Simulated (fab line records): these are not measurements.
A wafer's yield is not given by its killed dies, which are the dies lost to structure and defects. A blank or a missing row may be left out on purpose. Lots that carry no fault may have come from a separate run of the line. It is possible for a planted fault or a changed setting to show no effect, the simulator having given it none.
A lot that was struck, set against a sound lot	flow sky130	20 steps out of a route of 708
Sound: these wafers, L545.1, L545.2, L545.5. The struck wafers were L549.2, L549.3, L549.5. The cause is named last.
Order at every step that has rows: each side's tool, ch and its chambers, its first start. Under that, the readings that differ: sound wafers	struck wafers	difference of the means	sigmas: that difference in standard deviations of wafers without a fault.
alike: readings with means less than 2 such deviations apart, plus words and numbers identical on both sides. not compared: withheld readings, readings lacking a value on some wafer, bounds such as >300 that could conceal the same value, and numbers that have no deviation in the record and whose values overlap.
A row with sigmas, a row that says differs or no value, or rows on one side alone: a step with any of these is where the two part. When numbers do not overlap yet have no deviation, they are printed without sigmas and do not part them. Lack of a reading on every wafer of one side parts them only where that side has two or more wafers.

SKY_METAL2_SPUTTER_02: material AlCu, target thk 250 nm, time 13.3 s.
  sound on pvd sputter-02 at day 36 11:53; struck on pvd sputter-03 at day 37 13:12
  alike: throttle valve pct
SKY_METAL2_SPUTTER_03: material Ti, target thk 5 nm, time 3.3 s.
  sound on pvd sputter-02 at day 36 11:55; struck on pvd sputter-03 at day 37 13:14
  alike: throttle valve pct
SKY_METAL2_SPUTTER_04: material TiN, target thk 70 nm, time 58.3 s.
  sound on pvd sputter-02 at day 36 11:56; struck on pvd sputter-03 at day 37 13:15
  alike: throttle valve pct
SKY_METAL2_RS_MEAS_05: measures by four-point-probe.
  sound on film metro-04 at day 36 11:59; struck on film metro-04 at day 37 13:19
  alike: METAL2_ALCU_RS
SKY_METAL2_THK_MEAS_06: measures by xrf.
  sound on film metro-04 at day 36 12:06; struck on film metro-04 at day 37 13:26
  alike: METAL2_ALCU_THK
then, 7 steps without rows for these wafers: SKY_METAL2_DEHYDRATE_07 (time 60 s); SKY_METAL2_HMDS_08 (prime time 60 s); SKY_METAL2_COAT_09 (resist thk 60 nm); SKY_METAL2_COAT_10 (resist thk 450 nm); SKY_METAL2_SOFTBAKE_11 (time 90 s); SKY_METAL2_EXPOSE_12 (exposes mask MM2, target cd 140 nm); SKY_METAL2_PEB_13.
SKY_METAL2_DEVELOP_14: develop time 60 s.
  sound on litho track-04 ch 0, day 37 14:00; struck on litho track-04 ch 0, day 38 14:00
  alike: developer temp C
SKY_METAL2_CD_MEAS_15 targets a cd of 140 nm.
  sound on cd sem-02 at day 37 14:40; struck on cd sem-02 at day 38 14:38
reading	sound	struck	difference	sigmas
cd nm (nm)	139.7 140.2 140.1	135.2 133.3 135.3	-5.4	-3
SKY_METAL2_OVL_MEAS_16:
  sound on overlay-01 at day 37 14:47; struck on overlay-02 at day 38 14:44
  alike: METAL2_OVL
SKY_METAL2_DESCUM_17: chemistry O2, time 8 s.
  sound on rie metal-01 ch 0,1, day 37 14:49; struck on rie metal-03 ch 0, day 38 14:46
reading	sound	struck	difference	sigmas
model.METAL2.cd nm (nm)	140.5 140.7 140.3	135 133.3 135.1	-6	
  alike: drypump motor current A, oes product au
  not compared: rf hours counter h
SKY_METAL2_ETCH_18: etches BARC in N2/H2, stops on SiO2, time 45.9 s, target depth 60 nm.
  sound on rie metal-01 ch 0,1, day 37 14:51; struck on rie metal-03 ch 0, day 38 14:48
  alike: drypump motor current A, oes product au, throttle valve pct
  not compared: rf hours counter h
SKY_METAL2_METAL_ETCH_19: etches the open film in Cl2/BCl3, stops on SiO2, target depth 360 nm, time 78 s.
  sound on rie metal-01 ch 0,1, day 37 14:55; struck on rie metal-03 ch 0, day 38 14:52
reading	sound	struck	difference	sigmas
model.METAL2.cd nm (nm)	140.2 141.5 140.1	135.5 133.4 135.6	-5.8	
  alike: drypump motor current A, oes product au, throttle valve pct
  not compared: rf hours counter h
SKY_METAL2_STRIP_20: strips in O2/N2.
  sound on plasma asher-02 ch 0,1, day 37 15:00; struck on plasma asher-04 ch 0,1, day 38 14:57
  alike: drypump motor current A, o2 flow sccm, oes product au, strip time to endpoint s
  not compared: rf hours counter h
-- the record jumps here: 10 days lie between the struck wafers' starts before and after (it left off in module METAL2 and takes up again in module PAD_OPEN, whose first step shown is number 708 of the route) --
SKY_PAD_OPEN_PROBE_99:
  sound on prober-01 at day 47 19:29; struck on prober-01 at day 48 09:53
reading	sound	struck	difference	sigmas
killed at contacts	19 19 20	36 39 38	+18	+3
model.etest.met2.width nm (nm)	142.6 143 139.3	136.4 131.9 135.8	-6.9	
  alike: defect limited yield, killed_at_M0_to_M3, killed_at_M4_up, killed at front end, killed at other, killed dies, killed open, killed short, sort_bin_3_pad_short, sort_bin_5_function, sort_bin_6_memory, sort n pass, sort yield pct

## WHERE THEY PART
Earliest at SKY_METAL2_CD_MEAS_15; latest, in this record, at SKY_PAD_OPEN_PROBE_99.

WHY: the cause the simulator had injected
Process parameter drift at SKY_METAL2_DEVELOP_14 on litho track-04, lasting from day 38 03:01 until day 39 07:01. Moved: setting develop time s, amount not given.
